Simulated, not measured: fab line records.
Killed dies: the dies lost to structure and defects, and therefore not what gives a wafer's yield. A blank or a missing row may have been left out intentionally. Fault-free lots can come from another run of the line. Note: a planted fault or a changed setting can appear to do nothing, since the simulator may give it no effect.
fab line records	flow sky130
record lots=11	wafers=33	lastDay=50
route steps=708 shown LOCAL_INTERCONNECT@400 CONTACT@414 PAD_OPEN@708
lots with no fault: from the same line, run without faults
startH: hours from the record's first day to the start of the lot's first wafer shown	waitH: hours elapsed since this lot's preceding step	" repeats the value in the row above	L1.1+2: several wafers, shown together as one row	- no value present, or no start provided	* or withheld: withheld	< > ~ a bound
route shown NAME@n: NAME is a module with steps in the file, n the number in the route of the first one	usual: mean/standard deviation taken from wafers without a fault	same: alike in all rows	chamber/n: place in a boat	sites: per-site readings	_std_site: their standard deviation	_edge_site: the outer-site mean with the inner-site mean subtracted	radiusMm: for every site, how far away it sits from the centre of the wafer	mask NAME#n: copy n	behind: the tool/chamber that last shaped the wafer	hold: the reason the lot was held/the length of the hold in hours/how it ended	device: whichever transistor did not switch (one of n, p or np)	end of line: tests run on the same wafers once the route is complete	a step given without rows: its recipe and nothing more	killed: at the first sort, the dies lost to defects and structure; wafer yield is something else	map: a wafer's dies, x killed, . not, _ none there
set.NAME: setting as actually run; set.NAME@STEP: the setting as run at that earlier step	model.NAME: the simulator's own value behind a step, which no gauge read
a sample of lots followed through the steps of the route, with each step as a table and each wafer as a row
services: from which hour (startH, from the record's first day; less than 0 if before it) a tool's chamber was out of use, for how many hours, and why
## steps
# step SKY_LOCAL_INTERCONNECT_ETCH_13
# recipe chemistry=N2/H2	target=BARC	ionEnergyEv=200	biasW=100	pressureMtorr=30	n2FlowSccm=100	h2FlowSccm=200	icpW=500	stopOn=SiO2	timeS=45.9	targetDepthA=600
# usual drypumpMotorCurrentA=5.5/0.58	oesProductAu=0.854/0.0045	throttleValvePct=13.225/0.008
lot.wafer	tool	chamber	startH	waitH	drypumpMotorCurrentA	oesProductAu	rfHoursCounterH	throttleValvePct
L260.2	rieMetal-01	1	720.98	0.0	4.7	0.856	11	13.233
L260.4	"	0	"	"	6.3	0.849	-	13.218
L260.6	"	1	"	"	4.7	0.852	-	13.223
L261.1	rieMetal-03	1	729.75	0.0	4.8	0.858	12	13.227
L261.4	"	1	"	"	4.8	0.858	-	13.224
L261.6	"	1	"	"	4.8	0.850	-	13.228
L266.1	rieMetal-03	0	775.20	0.0	5.9	0.862	3	13.230
L266.2	"	1	"	"	4.8	0.852	13	13.216
L266.6	"	1	"	"	4.8	0.852	-	13.235
L267.2	rieMetal-01	0	780.20	0.0	6.2	0.858	3	13.246
L267.3	"	0	"	"	6.2	0.854	-	13.237
L267.5	"	1	"	"	4.7	0.854	-	13.226
L273.2	rieMetal-03	0	816.60	0.0	5.9	0.852	5	13.230
L273.3	"	1	"	"	4.8	0.850	-	13.228
L273.5	"	1	"	"	4.8	0.855	-	13.233
L272.1	rieMetal-02	0	819.88	0.0	5.4	0.853	5	13.221
L272.4	"	0	"	"	5.4	0.855	-	13.228
L272.5	"	0	"	"	5.4	0.850	-	13.223
L274.1	rieMetal-02	0	831.45	0.0	5.4	0.856	6	13.224
L274.2	"	0	"	"	5.5	0.858	-	13.207
L274.3	"	0	"	"	5.4	0.862	-	13.231
L276.1	rieMetal-02	0	845.20	0.0	5.4	0.855	7	13.235
L276.3	"	1	"	"	5.6	0.850	-	13.225
L276.4	"	0	"	"	5.4	0.854	-	13.234
L277.1	rieMetal-01	1	855.45	0.0	4.7	0.851	16	13.215
L277.3	"	0	"	"	6.3	0.856	-	13.216
L277.6	"	1	"	"	4.7	0.852	-	13.237
L278.1	rieMetal-01	0	861.48	0.0	6.2	0.856	7	13.218
L278.3	"	1	"	"	4.7	0.862	-	13.228
L278.6	"	1	"	"	4.7	0.851	-	13.222
L280.1	rieMetal-03	1	877.95	0.0	4.8	0.848	0	13.238
L280.2	"	0	"	"	5.9	0.852	8	13.221
L280.3	"	0	"	"	5.9	0.860	-	13.228
# step SKY_CONTACT_COAT_08
# recipe resist=BARC	tempC=withheld	timeS=withheld	spinRpm=3000	resistThkNm=60
# usual spinSpeedRpm=3000.2/1.9
lot.wafer	tool	chamber	startH	waitH	spinSpeedRpm
L260.2	lithoTrack-04	0	735.37	0.1	3000.6
L260.4	"	0	"	"	3000.8
L260.6	"	0	"	"	3001.3
L261.1	lithoTrack-02	0	744.77	0.1	3001.3
L261.4	"	0	"	"	3000.1
L261.6	"	0	"	"	3001.9
L266.1	lithoTrack-04	0	788.80	0.1	3264.3
L266.2	"	0	"	"	3263.3
L266.6	"	0	"	"	3263.7
L267.2	lithoTrack-04	0	794.32	0.1	3267.2
L267.3	"	0	"	"	3267.7
L267.5	"	0	"	"	3265.1
L273.2	lithoTrack-03	0	831.32	0.1	3001.9
L273.3	"	0	"	"	3003.5
L273.5	"	0	"	"	2999.6
L272.1	lithoTrack-03	0	833.64	0.1	3003.0
L272.4	"	0	"	"	3002.5
L272.5	"	0	"	"	3000.8
L274.1	lithoTrack-02	0	845.42	0.1	2997.2
L274.2	"	0	"	"	3001.3
L274.3	"	0	"	"	2998.0
L276.1	lithoTrack-03	0	859.34	0.1	2998.9
L276.3	"	0	"	"	3000.6
L276.4	"	0	"	"	3001.7
L277.1	lithoTrack-03	0	869.44	0.1	2999.5
L277.3	"	0	"	"	3002.3
L277.6	"	0	"	"	2999.1
L278.1	lithoTrack-04	0	875.50	0.1	2999.8
L278.3	"	0	"	"	3000.9
L278.6	"	0	"	"	3000.5
L280.1	lithoTrack-03	0	891.69	0.1	2999.2
L280.2	"	0	"	"	2997.7
L280.3	"	0	"	"	2998.6
# step SKY_CONTACT_ETCH_16
# recipe chemistry=N2/H2	target=BARC	ionEnergyEv=200	sourceW=500	biasW=100	pressureMtorr=30	n2FlowSccm=100	h2FlowSccm=200	stopOn=SiO2	timeS=45.9	targetDepthA=600
# usual drypumpMotorCurrentA=5.9/0.37	oesProductAu=0.855/0.0046	throttleValvePct=13.224/0.0087
lot.wafer	tool	chamber	startH	waitH	drypumpMotorCurrentA	oesProductAu	rfHoursCounterH	throttleValvePct
L260.2	rieDiel-01	3	749.78	0.0	5.4	0.855	3	13.221
L260.4	"	2	"	"	6.2	0.855	9	13.227
L260.6	"	2	"	"	6.2	0.862	-	13.219
L261.1	rieDiel-01	2	758.50	0.0	6.2	0.861	9	13.226
L261.4	"	1	"	"	5.8	0.856	3	13.204
L261.6	"	3	"	"	5.4	0.855	-	13.229
L266.1	rieDiel-02	1	802.68	0.0	5.3	0.832	6	13.215
L266.2	"	3	"	"	5.6	0.831	9	13.223
L266.6	"	2	"	"	6.1	0.838	-	13.202
L267.2	rieDiel-01	2	808.18	0.0	6.1	0.839	11	13.222
L267.3	"	3	"	"	5.4	0.829	5	13.230
L267.5	"	1	"	"	5.8	0.841	-	13.240
L273.2	rieDiel-01	3	844.98	0.0	5.4	0.852	6	13.222
L273.3	"	0	"	"	5.9	0.855	10	13.227
L273.5	"	2	"	"	6.2	0.853	-	13.227
L272.1	rieDiel-04	0	847.03	0.0	6.3	0.852	8	13.225
L272.4	"	2	"	"	6.0	0.851	11	13.224
L272.5	"	1	"	"	6.0	0.858	-	13.226
L274.1	rieDiel-02	2	858.78	0.0	6.1	0.859	13	13.238
L274.2	"	3	"	"	5.6	0.857	11	13.223
L274.3	"	0	"	"	6.2	0.851	3	13.215
L276.1	rieDiel-02	2	872.95	0.0	6.0	0.858	14	13.214
L276.3	"	1	"	"	5.3	0.864	9	13.225
L276.4	"	2	"	"	6.0	0.845	-	13.221
L277.1	rieDiel-04	1	883.13	0.0	5.9	0.859	15	13.211
L277.3	"	2	"	"	6.0	0.845	12	13.229
L277.6	"	2	"	"	6.0	0.862	-	13.225
L278.1	rieDiel-02	1	888.90	0.0	5.3	0.855	9	13.241
L278.3	"	3	"	"	5.6	0.848	11	13.220
L278.6	"	0	"	"	6.1	0.861	-	13.234
L280.1	rieDiel-02	1	905.20	0.0	5.3	0.854	10	13.229
L280.2	"	3	"	"	5.6	0.861	12	13.220
L280.3	"	0	"	"	6.1	0.856	4	13.233
# step SKY_CONTACT_STRIP_19
# recipe chemistry=O2/N2	powerW=1400	pressureMtorr=1500	platenTempC=withheld	o2FlowSccm=3000	n2FlowSccm=300	overashFraction=0.5
# usual drypumpMotorCurrentA=6.0/0.38	oesProductAu=0.381/0.0047	stripTimeToEndpointS=3.626/0.025
lot.wafer	tool	chamber	startH	waitH	drypumpMotorCurrentA	oesProductAu	rfHoursCounterH	stripTimeToEndpointS
L260.2	plasmaAsher-01	1	749.91	-	6.1	0.382	96	3.664
L260.4	"	1	"	"	6.1	0.387	-	3.650
L260.6	"	1	"	"	6.1	0.381	-	3.658
L261.1	plasmaAsher-04	0	758.63	-	5.4	0.380	66	3.645
L261.4	"	0	"	"	5.4	0.391	-	3.631
L261.6	"	1	"	"	5.8	0.383	-	3.619
L266.1	plasmaAsher-02	0	802.81	-	6.1	0.380	35	3.627
L266.2	"	1	"	"	5.7	0.381	35	3.580
L266.6	"	0	"	"	6.1	0.383	-	3.620
L267.2	plasmaAsher-01	1	808.31	-	6.0	0.386	103	3.614
L267.3	"	0	"	"	6.6	0.379	-	3.574
L267.5	"	1	"	"	6.1	0.385	-	3.613
L273.2	plasmaAsher-01	1	845.11	-	6.1	0.382	106	3.620
L273.3	"	1	"	"	6.1	0.387	-	3.626
L273.5	"	1	"	"	6.1	0.378	-	3.641
L272.1	plasmaAsher-02	1	847.16	-	5.8	0.383	40	3.631
L272.4	"	0	"	"	6.1	0.377	-	3.604
L272.5	"	0	"	"	6.1	0.384	-	3.580
L274.1	plasmaAsher-02	0	858.91	-	6.1	0.378	42	3.669
L274.2	"	1	"	"	5.7	0.382	42	3.627
L274.3	"	1	"	"	5.7	0.386	-	3.642
L276.1	plasmaAsher-04	1	873.08	-	5.8	0.377	78	3.596
L276.3	"	0	"	"	5.4	0.387	-	3.632
L276.4	"	1	"	"	5.8	0.383	-	3.653
L277.1	plasmaAsher-01	0	883.26	-	6.5	0.385	110	3.616
L277.3	"	0	"	"	6.6	0.375	-	3.610
L277.6	"	0	"	"	6.6	0.378	-	3.652
L278.1	plasmaAsher-04	0	889.03	-	5.4	0.383	79	3.610
L278.3	"	0	"	"	5.4	0.379	-	3.595
L278.6	"	0	"	"	5.4	0.374	-	3.617
L280.1	plasmaAsher-01	0	905.33	-	6.6	0.388	113	3.674
L280.2	"	1	"	"	6.1	0.386	113	3.618
L280.3	"	0	"	"	6.6	0.382	-	3.644
# step SKY_CONTACT_CVD_24
# recipe material=W	targetThkNm=340	timeS=102.12	tempC=400	pressureTorr=40
# usual heaterPowerOuterW=522/39	heaterPowerW=863/64
lot.wafer	tool	chamber	startH	waitH	heaterPowerOuterW	heaterPowerW
L260.2	cvdW-02	1	750.57	0.0	560	883
L260.4	"	0	"	"	543	939
L260.6	"	1	"	"	548	863
L261.1	cvdW-02	0	759.53	0.0	535	908
L261.4	"	1	"	"	558	863
L261.6	"	1	"	"	555	844
L266.1	cvdW-01	0	803.46	0.0	509	842
L266.2	"	1	"	"	461	770
L266.6	"	0	"	"	508	827
L267.2	cvdW-02	0	808.99	0.0	530	934
L267.3	"	1	"	"	538	882
L267.5	"	0	"	"	532	947
L273.2	cvdW-02	0	845.79	0.0	540	929
L273.3	"	1	"	"	541	866
L273.5	"	1	"	"	556	878
L272.1	cvdW-02	1	847.86	0.0	554	867
L272.4	"	1	"	"	553	876
L272.5	"	0	"	"	546	946
L274.1	cvdW-02	0	859.59	0.0	524	940
L274.2	"	1	"	"	557	852
L274.3	"	0	"	"	528	924
L276.1	cvdW-02	1	873.73	0.0	558	868
L276.3	"	1	"	"	567	874
L276.4	"	0	"	"	545	976
L277.1	cvdW-01	0	884.06	0.0	522	794
L277.3	"	1	"	"	458	769
L277.6	"	0	"	"	504	825
L278.1	cvdW-02	0	889.68	0.0	545	949
L278.3	"	1	"	"	550	859
L278.6	"	0	"	"	541	955
L280.1	cvdW-02	0	906.01	0.0	547	951
L280.2	"	1	"	"	556	856
L280.3	"	1	"	"	554	857
# step SKY_PAD_OPEN_PROBE_99
# usual killed_at_M0_to_M3=43/6.5	killed_at_M4_up=3.2/1.8	killedAtContacts=24/5.2	killedAtFrontEnd=15/4	killedAtOther=0.4/0.69	killedDies=86/8.7	killedOnRim=17/3.7	killedOpen=47/7	killedShort=39/5.7
# same grossDies=492	killedAtBackSide=0
lot.wafer	tool	chamber	startH	waitH	killed_at_M0_to_M3	killed_at_M4_up	killedAtContacts	killedAtFrontEnd	killedAtOther	killedDies	killedOnRim	killedOpen	killedShort
L260.2	prober-02	-	1086.07	0.1	55	2	25	15	0	97	18	44	53
L260.4	prober-02	-	1086.17	0.2	41	5	23	12	0	81	23	49	32
L260.6	prober-02	-	1086.27	0.2	39	3	24	14	0	80	9	51	29
L261.1	prober-01	-	1093.12	0.1	38	5	24	13	0	80	17	41	38
L261.4	prober-01	-	1093.27	0.2	40	2	22	21	0	85	13	46	38
L261.6	prober-01	-	1093.37	0.2	35	2	24	17	0	78	12	50	26
L266.1	prober-02	-	1126.52	0.1	46	5	27	18	4	100	19	53	45
L266.2	prober-02	-	1126.57	0.1	44	2	24	15	1	86	19	45	40
L266.6	prober-02	-	1126.77	0.2	50	3	29	21	0	103	24	62	41
L267.2	prober-01	-	1130.48	0.1	52	3	20	15	0	90	16	48	42
L267.3	prober-01	-	1130.53	0.2	39	3	23	12	0	77	15	36	41
L267.5	prober-01	-	1130.63	0.2	46	1	17	18	0	82	16	39	43
L273.2	prober-02	-	1155.16	0.1	47	1	22	16	0	86	18	51	35
L273.3	prober-02	-	1155.21	0.2	50	1	22	19	0	92	22	50	42
L273.5	prober-02	-	1155.31	0.2	39	2	24	11	0	76	8	46	30
L272.1	prober-01	-	1158.32	0.1	37	1	27	17	0	82	17	48	32
L272.4	prober-01	-	1158.47	0.2	40	4	37	12	0	93	19	54	37
L272.5	prober-01	-	1158.52	0.2	49	1	27	16	2	95	19	54	40
L274.1	prober-02	-	1167.21	0.1	40	6	22	21	0	89	13	40	49
L274.2	prober-02	-	1167.26	0.1	36	3	16	14	1	70	17	35	35
L274.3	prober-02	-	1167.31	0.2	52	0	30	20	0	102	20	54	47
L276.1	prober-02	-	1174.57	0.1	36	4	29	11	0	80	10	44	36
L276.3	prober-02	-	1174.67	0.2	47	3	23	18	0	91	18	53	38
L276.4	prober-02	-	1174.72	0.2	44	1	20	20	0	85	18	57	28
L277.1	prober-01	-	1182.32	0.1	49	5	26	14	0	94	17	42	51
L277.3	prober-01	-	1182.42	0.2	46	5	25	10	0	86	13	51	35
L277.6	prober-01	-	1182.57	0.2	40	3	28	13	0	84	16	39	45
L278.1	prober-02	-	1184.51	0.1	45	5	22	21	1	94	13	49	45
L278.3	prober-02	-	1184.61	0.2	53	5	24	19	0	101	21	59	42
L278.6	prober-02	-	1184.76	0.2	41	2	23	12	0	78	17	42	36
L280.1	prober-02	-	1196.57	0.1	57	6	29	15	1	108	13	61	43
L280.2	prober-02	-	1196.62	0.1	46	7	31	12	0	96	15	59	36
L280.3	prober-02	-	1196.67	0.2	49	6	31	11	0	97	18	53	40
# killed by level:class
L260.2 CONTACT:geometricParticle:open=9 VIA1:geometricParticle:short=8 VIA1:geometricParticle:open=8 METAL1:geometricParticle:short=7 VIA2:geometricParticle:short=7 METAL2:geometricParticle:short=6 VIA2:geometricParticle:open=5 LI_CONTACT:geometricParticle:open=5
L260.4 CONTACT:geometricParticle:open=11 VIA1:geometricParticle:open=9 VIA3:geometricParticle:open=7 LI_CONTACT:geometricParticle:open=6 VIA2:geometricParticle:open=6 METAL1:geometricParticle:short=6 VIA1:geometricParticle:short=5 FIELD_ISO:geometricParticle:open=4
L260.6 VIA1:geometricParticle:open=13 CONTACT:geometricParticle:open=8 VIA2:geometricParticle:open=7 LI_CONTACT:geometricParticle:open=6 VIA3:geometricParticle:open=6 CONTACT:geometricParticle:short=5 LOCAL_INTERCONNECT:geometricParticle:short=4 FIELD_ISO:geometricParticle:short=3
L261.1 VIA1:geometricParticle:open=11 CONTACT:geometricParticle:open=8 FIELD_ISO:geometricParticle:short=7 LI_CONTACT:geometricParticle:open=5 LOCAL_INTERCONNECT:geometricParticle:short=5 METAL1:geometricParticle:short=5 METAL2:geometricParticle:short=5 METAL1:geometricParticle:open=4
L261.4 VIA1:geometricParticle:open=13 CONTACT:geometricParticle:open=8 POLY_GATE:geometricParticle:short=7 VIA3:geometricParticle:open=7 LI_CONTACT:geometricParticle:open=6 FIELD_ISO:geometricParticle:short=4 POLY_GATE:geometricParticle:open=4 CONTACT:geometricParticle:short=4
L261.6 VIA1:geometricParticle:open=14 LI_CONTACT:geometricParticle:open=8 FIELD_ISO:geometricParticle:open=7 LI_CONTACT:geometricParticle:short=6 METAL2:geometricParticle:short=5 CONTACT:geometricParticle:open=5 VIA3:geometricParticle:open=4 VIA2:geometricParticle:open=4
L266.1 CONTACT:geometricParticle:open=10 VIA3:geometricParticle:open=9 LI_CONTACT:geometricParticle:open=8 VIA1:geometricParticle:open=8 METAL1:geometricParticle:short=7 VIA2:geometricParticle:short=6 VIA2:geometricParticle:open=6 FIELD_ISO:geometricParticle:short=5
L266.2 VIA1:geometricParticle:open=10 CONTACT:geometricParticle:open=9 METAL1:geometricParticle:short=8 VIA1:geometricParticle:short=7 LI_CONTACT:geometricParticle:open=6 LI_CONTACT:geometricParticle:short=4 VIA3:geometricParticle:open=4 METAL2:geometricParticle:short=4
L266.6 VIA3:geometricParticle:open=14 CONTACT:geometricParticle:open=11 METAL1:geometricParticle:short=10 VIA1:geometricParticle:open=9 LI_CONTACT:geometricParticle:open=8 FIELD_ISO:geometricParticle:short=7 FIELD_ISO:geometricParticle:open=5 CONTACT:geometricParticle:short=5
L267.2 VIA1:geometricParticle:open=12 VIA1:geometricParticle:short=12 CONTACT:geometricParticle:open=10 VIA2:geometricParticle:open=6 CONTACT:geometricParticle:short=5 METAL1:geometricParticle:short=5 VIA3:geometricParticle:open=5 POLY_GATE:geometricParticle:open=4
L267.3 VIA1:geometricParticle:open=9 LI_CONTACT:geometricParticle:open=8 CONTACT:geometricParticle:short=8 VIA1:geometricParticle:short=8 VIA3:geometricParticle:open=5 FIELD_ISO:geometricParticle:short=4 CONTACT:geometricParticle:open=4 METAL2:geometricParticle:short=4
L267.5 METAL2:geometricParticle:short=13 VIA1:geometricParticle:open=10 METAL1:geometricParticle:short=7 FIELD_ISO:geometricParticle:short=6 CONTACT:geometricParticle:short=6 CONTACT:geometricParticle:open=6 POLY_GATE:geometricParticle:open=5 VIA1:geometricParticle:short=5
L273.2 CONTACT:geometricParticle:open=10 VIA1:geometricParticle:open=9 METAL2:geometricParticle:short=8 VIA2:geometricParticle:open=8 LI_CONTACT:geometricParticle:open=6 FIELD_ISO:geometricParticle:open=5 METAL3:geometricParticle:short=5 VIA3:geometricParticle:open=5
L273.3 VIA1:geometricParticle:open=9 CONTACT:geometricParticle:open=8 FIELD_ISO:geometricParticle:open=7 METAL2:geometricParticle:short=7 VIA3:geometricParticle:open=6 POLY_GATE:geometricParticle:open=5 LOCAL_INTERCONNECT:geometricParticle:short=5 VIA1:geometricParticle:short=5
L273.5 VIA1:geometricParticle:open=12 LI_CONTACT:geometricParticle:open=7 VIA2:geometricParticle:open=7 CONTACT:geometricParticle:open=6 VIA3:geometricParticle:open=6 LOCAL_INTERCONNECT:geometricParticle:short=5 METAL3:geometricParticle:short=5 FIELD_ISO:geometricParticle:short=4
L272.1 VIA1:geometricParticle:open=11 LI_CONTACT:geometricParticle:open=8 CONTACT:geometricParticle:open=8 FIELD_ISO:geometricParticle:open=6 CONTACT:geometricParticle:short=5 VIA3:geometricParticle:open=5 METAL3:geometricParticle:short=4 FIELD_ISO:geometricParticle:short=3
L272.4 CONTACT:geometricParticle:open=16 VIA2:geometricParticle:open=10 LI_CONTACT:geometricParticle:open=9 VIA1:geometricParticle:open=7 LOCAL_INTERCONNECT:geometricParticle:short=5 METAL1:geometricParticle:short=5 VIA1:geometricParticle:short=5 FIELD_ISO:geometricParticle:short=4
L272.5 VIA1:geometricParticle:open=12 VIA3:geometricParticle:open=12 CONTACT:geometricParticle:short=7 CONTACT:geometricParticle:open=7 LI_CONTACT:geometricParticle:open=6 VIA3:geometricParticle:short=5 POLY_GATE:geometricParticle:short=4 LI_CONTACT:geometricParticle:short=4
L274.1 LI_CONTACT:geometricParticle:open=8 VIA2:geometricParticle:open=8 VIA1:geometricParticle:open=7 FIELD_ISO:geometricParticle:open=6 FIELD_ISO:geometricParticle:short=6 CONTACT:geometricParticle:open=6 METAL1:geometricParticle:short=5 VIA2:geometricParticle:short=5
L274.2 VIA1:geometricParticle:open=7 VIA3:geometricParticle:open=7 FIELD_ISO:geometricParticle:short=5 LI_CONTACT:geometricParticle:open=5 VIA1:geometricParticle:short=5 VIA3:geometricParticle:short=5 METAL2:geometricParticle:short=4 FIELD_ISO:geometricParticle:open=3
L274.3 VIA1:geometricParticle:open=12 CONTACT:geometricParticle:open=10 VIA1:geometricParticle:short=10 FIELD_ISO:geometricParticle:open=7 LI_CONTACT:geometricParticle:open=7 VIA3:geometricParticle:open=6 VIA2:geometricParticle:open=6 LOCAL_INTERCONNECT:geometricParticle:short=5
L276.1 LI_CONTACT:geometricParticle:open=10 CONTACT:geometricParticle:open=8 VIA1:geometricParticle:open=7 VIA2:geometricParticle:open=6 METAL3:geometricParticle:short=4 LI_CONTACT:geometricParticle:short=4 LOCAL_INTERCONNECT:geometricParticle:short=4 METAL2:geometricParticle:short=4
L276.3 VIA1:geometricParticle:open=11 CONTACT:geometricParticle:open=8 VIA3:geometricParticle:open=8 POLY_GATE:geometricParticle:open=7 VIA2:geometricParticle:open=7 METAL2:geometricParticle:short=6 FIELD_ISO:geometricParticle:short=4 FIELD_ISO:geometricParticle:open=4
L276.4 VIA1:geometricParticle:open=16 LI_CONTACT:geometricParticle:open=10 VIA3:geometricParticle:open=8 VIA2:geometricParticle:open=7 POLY_GATE:geometricParticle:short=5 FIELD_ISO:geometricParticle:short=4 FIELD_ISO:geometricParticle:open=4 POLY_GATE:geometricParticle:open=4
L277.1 VIA1:geometricParticle:open=10 METAL1:geometricParticle:short=9 VIA2:geometricParticle:open=8 CONTACT:geometricParticle:open=7 POLY_GATE:geometricParticle:short=6 METAL4:geometricParticle:short=5 LI_CONTACT:geometricParticle:open=5 LOCAL_INTERCONNECT:geometricParticle:short=5
L277.3 CONTACT:geometricParticle:open=10 VIA1:geometricParticle:open=10 VIA2:geometricParticle:open=8 METAL2:geometricParticle:short=6 VIA3:geometricParticle:open=5 FIELD_ISO:geometricParticle:open=4 LOCAL_INTERCONNECT:geometricParticle:short=4 VIA1:geometricParticle:short=4
L277.6 CONTACT:geometricParticle:open=11 VIA1:geometricParticle:short=7 VIA3:geometricParticle:open=7 LI_CONTACT:geometricParticle:open=6 LOCAL_INTERCONNECT:geometricParticle:short=6 METAL2:geometricParticle:short=6 VIA1:geometricParticle:open=5 CONTACT:geometricParticle:short=4
L278.1 VIA1:geometricParticle:open=12 METAL2:geometricParticle:short=8 CONTACT:geometricParticle:open=7 VIA3:geometricParticle:open=7 LI_CONTACT:geometricParticle:open=6 LOCAL_INTERCONNECT:geometricParticle:short=5 FIELD_ISO:geometricParticle:open=4 CONTACT:geometricParticle:short=4
L278.3 VIA3:geometricParticle:open=12 METAL2:geometricParticle:short=10 VIA1:geometricParticle:open=9 FIELD_ISO:geometricParticle:short=8 CONTACT:geometricParticle:open=8 LI_CONTACT:geometricParticle:open=6 VIA2:geometricParticle:open=6 POLY_GATE:geometricParticle:open=5
L278.6 VIA1:geometricParticle:open=12 CONTACT:geometricParticle:open=7 LOCAL_INTERCONNECT:geometricParticle:short=7 LI_CONTACT:geometricParticle:open=6 VIA3:geometricParticle:open=6 METAL1:geometricParticle:short=5 POLY_GATE:geometricParticle:short=4 METAL2:geometricParticle:short=4
L280.1 CONTACT:geometricParticle:open=15 VIA3:geometricParticle:open=12 VIA1:geometricParticle:open=10 VIA2:geometricParticle:open=9 METAL1:geometricParticle:short=7 VIA3:geometricParticle:short=6 LI_CONTACT:geometricParticle:open=5 VIA1:geometricParticle:short=5
L280.2 VIA1:geometricParticle:open=14 VIA3:geometricParticle:open=12 LI_CONTACT:geometricParticle:open=10 CONTACT:geometricParticle:open=8 LOCAL_INTERCONNECT:geometricParticle:short=5 METAL1:geometricParticle:short=5 LI_CONTACT:geometricParticle:short=4 CONTACT:geometricParticle:short=4
L280.3 CONTACT:geometricParticle:open=10 VIA3:geometricParticle:open=10 VIA1:geometricParticle:open=10 LI_CONTACT:geometricParticle:open=9 VIA2:geometricParticle:open=8 VIA1:geometricParticle:short=7 LOCAL_INTERCONNECT:geometricParticle:short=6 METAL1:geometricParticle:short=6
## services
tool	chamber	startH	hours	kind
rieMetal-02	0	700.78	24.6	repair
plasmaAsher-04	-	707.04	2.8	pm
rieDiel-02	-	715.54	2.8	pm
rieDiel-04	1	717.43	4.2	repair
rieDiel-02	-	720.58	1.1	repair
rieDiel-04	-	729.58	0.8	repair
rieMetal-03	-	738.31	1.4	pm
plasmaAsher-01	-	746.89	2.4	repair
rieDiel-01	-	753.58	2.8	pm
rieDiel-02	1	757.36	6.3	repair
plasmaAsher-02	-	758.22	2.8	pm
rieDiel-04	2	763.61	8.6	repair
cvdW-02	-	780.67	6.9	pm
rieDiel-02	0	796.00	15.3	repair
plasmaAsher-04	-	800.39	3.3	repair
rieDiel-01	0	807.37	3.4	repair
plasmaAsher-01	-	815.53	3.4	repair
rieDiel-04	-	822.18	1.0	repair
cvdW-02	1	824.18	12.7	repair
rieDiel-01	2	856.68	12.7	repair
cvdW-01	1	863.24	12.1	repair
rieDiel-02	3	871.93	8.7	repair
cvdW-01	-	873.75	2.8	pm
plasmaAsher-02	-	897.78	9.1	repair
## key
firstSign step=SKY_CONTACT_COAT_08	reading=spinSpeedRpm	direction=up	sigmas=99+	usual=3000.2	struck=3265.2
effect step=SKY_CONTACT_ETCH_16	reading=oesProductAu	direction=down	sigmas=4.4	usual=0.855	struck=0.835
metAt SKY_CONTACT_COAT_08
struckLots L266,L267
testerLeftOut L266,L267
notActingAt SKY_LOCAL_INTERCONNECT_ETCH_13,SKY_CONTACT_STRIP_19,SKY_CONTACT_CVD_24
onsetBetween 735.37 788.80
fault kind=processParameterDrift	tool=lithoTrack-04	chamber=-	onsetH=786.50	steps=SKY_CONTACT_COAT_08	channel=spinRpm	offset=265.97	shape=step	endH=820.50	actsIn=theseRecipesOnly	stated=3000
# testerLeftOut: of these lots the tester's yield and bins aren't shown, on N5 and GAA mostly nor the transistor test; their killed dies are dies lost to structure and defects alone, not to doping, threshold or leakage, so they don't give the yield
